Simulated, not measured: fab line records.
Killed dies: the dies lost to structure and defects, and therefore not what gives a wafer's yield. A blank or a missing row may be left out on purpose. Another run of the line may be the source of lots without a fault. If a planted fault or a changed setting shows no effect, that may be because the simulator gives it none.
Which tool is to blame? | flow sky130 | 38 wafers from 13 lots sampled at 3 of the route's 708 steps

## WHAT THE GAUGES SHOWED, per wafer
SKY_CAPM_RS_MEAS_03: measures by four-point-probe.
lot  | measured     | on            | CAPM_TIN_RS (ohm/sq)
L164 | day 36 07:51 | film-metro-01 | 7.08 6.79 6.93
L166 | day 36 17:28 | film-metro-01 | 6.75 6.86 6.99
L168 | day 38 16:56 | film-metro-04 | 6.94 6.94 6.97
L167 | day 38 17:54 | film-metro-04 | 6.96 6.97 6.95
L171 | day 38 18:16 | film-metro-04 | 6.84 6.91 6.84
L170 | day 38 19:55 | film-metro-01 | 6.76 6.82 6.87
L172 | day 38 23:37 | film-metro-04 | 7.09 6.93 6.90
L174 | day 40 08:44 | film-metro-01 | 6.99 7.01 6.85
L179 | day 40 16:27 | film-metro-02 | 6.73 6.82 6.94
L178 | day 40 19:44 | film-metro-04 | 6.89 6.93
L181 | day 41 07:55 | film-metro-01 | 6.90 6.92 6.97
L184 | day 42 02:34 | film-metro-02 | 6.67 6.84 6.84
L183 | day 42 06:46 | film-metro-04 | 6.92 6.95 6.88

## TOOL THAT RAN EACH LOT (tool first, then ch and the chambers of the sampled wafers, then the start)
lot  | SKY_METAL3_SPUTTER_03        | SKY_CAPM_CVD_00
L164 | pvd-sputter-03, day 36 07:35 | pecvd-04 ch 1,2, day 36 07:38
L166 | pvd-sputter-01, day 36 17:10 | pecvd-04 ch 0,1,2, day 36 17:14
L168 | pvd-sputter-02, day 38 16:40 | pecvd-04 ch 0,1, day 38 16:44
L167 | pvd-sputter-02, day 38 17:37 | pecvd-02 ch 1,2, day 38 17:41
L171 | pvd-sputter-03, day 38 17:58 | pecvd-04 ch 0,2, day 38 18:02
L170 | pvd-sputter-02, day 38 19:38 | pecvd-02 ch 0,1,2, day 38 19:43
L172 | pvd-sputter-03, day 38 23:20 | pecvd-02 ch 0,2, day 38 23:24
L174 | pvd-sputter-02, day 40 08:25 | pecvd-04 ch 0,1,2, day 40 08:30
L179 | pvd-sputter-02, day 40 16:10 | pecvd-02 ch 0,1,2, day 40 16:14
L178 | pvd-sputter-01, day 40 19:26 | pecvd-04 ch 0,1, day 40 19:31
L181 | pvd-sputter-03, day 41 07:38 | pecvd-01 ch 0,2, day 41 07:41
L184 | pvd-sputter-01, day 42 02:16 | pecvd-04 ch 1,2, day 42 02:20
L183 | pvd-sputter-01, day 42 06:29 | pecvd-01 ch 0,1, day 42 06:34
- SKY_METAL3_SPUTTER_03: material Ti, target thk 5 nm, time 3.3 s.
- SKY_CAPM_CVD_00: deposits SiO2, target thk 15.5 nm.

## AS READ BY THE TOOLS THEMSELVES (means over the sampled wafers that have a number; for cases with no such wafer, the mark the record gives instead)
SKY_METAL3_SPUTTER_03.
lot  | tool           | cathode-dc-power-W (W) | chamber-pressure-pa (Pa) | throttle-valve-pct (%)
L164 | pvd-sputter-03 | 3000.2                 | 0.4001                   | 28.8
L166 | pvd-sputter-01 | 3000.1                 | 0.4002                   | 29.4
L168 | pvd-sputter-02 | 3000.2                 | 0.3991                   | 29.9
L167 | pvd-sputter-02 | 3000.1                 | 0.4003                   | 31.5
L171 | pvd-sputter-03 | 3000.4                 | 0.4001                   | 29.8
L170 | pvd-sputter-02 | 3000.3                 | 0.3998                   | 31.2
L172 | pvd-sputter-03 | 2999.9                 | 0.4001                   | 29.4
L174 | pvd-sputter-02 | 2999.8                 | 0.3997                   | 30.2
L179 | pvd-sputter-02 | 3000.4                 | 0.3997                   | 30.8
L178 | pvd-sputter-01 | 2999.7                 | 0.4006                   | 29.9
L181 | pvd-sputter-03 | 3000.0                 | 0.4003                   | 29.7
L184 | pvd-sputter-01 | 3000.2                 | 0.3999                   | 29.7
L183 | pvd-sputter-01 | 3000.0                 | 0.3994                   | 29.0

SKY_CAPM_CVD_00.
lot  | tool     | heater-power-w (W)
L164 | pecvd-04 | 738
L166 | pecvd-04 | 712
L168 | pecvd-04 | 713
L167 | pecvd-02 | 604
L171 | pecvd-04 | 761
L170 | pecvd-02 | 652
L172 | pecvd-02 | 729
L174 | pecvd-04 | 675
L179 | pecvd-02 | 682
L178 | pecvd-04 | 666
L181 | pecvd-01 | 753
L184 | pecvd-04 | 713
L183 | pecvd-01 | 691

## THE ANSWER, worked out from the rows above alone
Rule: the lots themselves supply what counts as usual. The widest of any qualifying gaps counts: lots, ordered by their means at a reading, are off when they make up no more than a third of the lots, leave a main group of 4 or more, and stand apart from it by 3 or more times the standard deviation of that group's means. If all means in a main group match to the digits the tables above print for the reading, that group is not used. A lot without any number at a reading at which 4 lots or more have one is off too. Where the step has rows for the other lots, those lots are counted as sound. First the gauges in route order, then the tools' own readings, where a lot's mean is used as printed above. At the first step where some lot is off, the reading lying furthest off is the one used; lots without a number count as furthest.
No lot is off at any reading shown: from this, nothing can be told.

## WHAT HAD BEEN PUT IN BY THE SIMULATOR
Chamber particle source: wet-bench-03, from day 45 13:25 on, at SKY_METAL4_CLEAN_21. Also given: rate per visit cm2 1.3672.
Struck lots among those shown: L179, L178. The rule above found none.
